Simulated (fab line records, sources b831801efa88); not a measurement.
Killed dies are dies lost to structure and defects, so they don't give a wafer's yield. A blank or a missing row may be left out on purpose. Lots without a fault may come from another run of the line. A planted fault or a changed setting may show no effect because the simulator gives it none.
A struck lot beside a sound one | flow sfq_line | 16 steps out of a route of 325
Sound: wafers L407.1, L407.2, L407.5. Struck: wafers L422.1, L422.2, L422.4. The cause comes at the end.
At each step with rows: each side's tool, then ch and its chambers, then its first start. Under that, the readings that differ: sound wafers | struck wafers | difference of the means | sigmas: that difference in standard deviations of wafers without a fault.
alike: readings whose means differ by less than 2 such deviations, and words and numbers that are the same on both sides. not compared: withheld readings, readings that some wafer has no value for, bounds like >300 that may hide the same value, and numbers for which the record gives no deviation and whose values overlap.
The two part at a step that has a row with sigmas, a row that says differs or no value, or rows on one side only. Numbers that don't overlap but have no deviation are shown without sigmas and don't part them. A reading that every wafer of one side lacks parts them only if that side has two wafers or more.

SFQ_I6_OVL_MEAS_942:
  sound on overlay-02, day 75 22:31; struck on overlay-02, day 81 00:07
  reading     | sound     | struck | difference | sigmas
  I6_OVL (nm) | -13 -9 -8 | 6 3 -1 | +13        | +2
SFQ_TRILAYER_I6_VIA_BARC_OPEN_VIA_ETCH_235: etches BARC in O2, target depth 125 nm, time 41.7 s.
  sound on rie_diel-04 ch 0,2,3, day 75 22:33; struck on rie_diel-02 ch 0,1,3, day 81 00:10
  alike: drypump_motor_current_A, oes_product_au
  not compared: rf_hours_counter_h
SFQ_TRILAYER_I6_VIA_ETCH_VIA_ETCH_172: etches SiO2 in CHF3, stops on Nb, target depth 260 nm.
  sound on rie_diel-04 ch 0,2,3, day 75 22:35; struck on rie_diel-02 ch 0,1,3, day 81 00:12
  alike: drypump_motor_current_A, oes_product_au
SFQ_TRILAYER_I6_VIA_STRIP_STRIP_173: strips in O2.
  sound on rie_metal-01 ch 0,1, day 75 22:43; struck on rie_metal-01 ch 0,1, day 81 00:19
  alike: drypump_motor_current_A, oes_product_au
  not compared: rf_hours_counter_h
then, 2 steps without rows for these wafers: SFQ_TRILAYER_I6_VIA_STRIP_SOLV_CLEAN_174 (cleans in NMP, time 600 s); SFQ_TRILAYER_M7_DEP_PRE_CLEAN_176 (time 22.5 s).
SFQ_TRILAYER_M7_DEP_SPUTTER_175: material Nb, target thk 200 nm, time 133.3 s.
  sound on pvd_sputter-06, day 75 23:32; struck on pvd_sputter-03, day 81 01:07
  alike: throttle_valve_pct
SFQ_M7_RS_MEAS_943: measures by four-point-probe.
  sound on film_metro-01, day 75 23:43; struck on film_metro-04, day 81 01:13
  alike: M7_NB_RS
then, 3 steps without rows for these wafers: SFQ_TRILAYER_M7_LITHO_COAT_182 (resist thk 62 nm); SFQ_TRILAYER_M7_LITHO_COAT_177 (resist thk 600 nm); SFQ_TRILAYER_M7_LITHO_SOFTBAKE_181.
-- the record jumps here: 4 days lie between the struck wafers' starts before and after --
SFQ_TRILAYER_M7_LITHO_EXPOSE_178: exposes mask M7, target cd 500 nm.
  sound on krf_scanner-02 ch 0, day 80 03:18; struck on krf_scanner-02 ch 0, day 85 08:49
  reading                    | sound                | struck            | difference | sigmas
  model.M7.overlay_x_nm (nm) | 0.9151 0.9151 0.9151 | 112.8 112.8 112.8 | +111.9     |
  alike: mask
then, 2 steps without rows for these wafers: SFQ_TRILAYER_M7_LITHO_PEB_180 (peb time 60 s); SFQ_TRILAYER_M7_LITHO_DEVELOP_179 (time 60 s).
SFQ_M7_OVL_MEAS_945:
  sound on overlay-02, day 80 04:48; struck on overlay-02, day 85 10:19
  reading     | sound  | struck      | difference | sigmas
  M7_OVL (nm) | 2 -1 0 | 115 121 117 | +117       | +22
SFQ_TRILAYER_M7_BARC_OPEN_METAL_ETCH_229: etches BARC in O2, target depth 125 nm, time 41.7 s.
  sound on rie_metal-02 ch 0,1, day 80 04:50; struck on rie_metal-04 ch 0,1, day 85 10:22
  alike: drypump_motor_current_A, oes_product_au
  not compared: rf_hours_counter_h

WHERE THEY PART
First at SFQ_I6_OVL_MEAS_942; last, within this record, at SFQ_M7_OVL_MEAS_945. Later steps at which nothing parts them and some readings are alike: SFQ_TRILAYER_M7_BARC_OPEN_METAL_ETCH_229.

WHY: what the simulator had put in
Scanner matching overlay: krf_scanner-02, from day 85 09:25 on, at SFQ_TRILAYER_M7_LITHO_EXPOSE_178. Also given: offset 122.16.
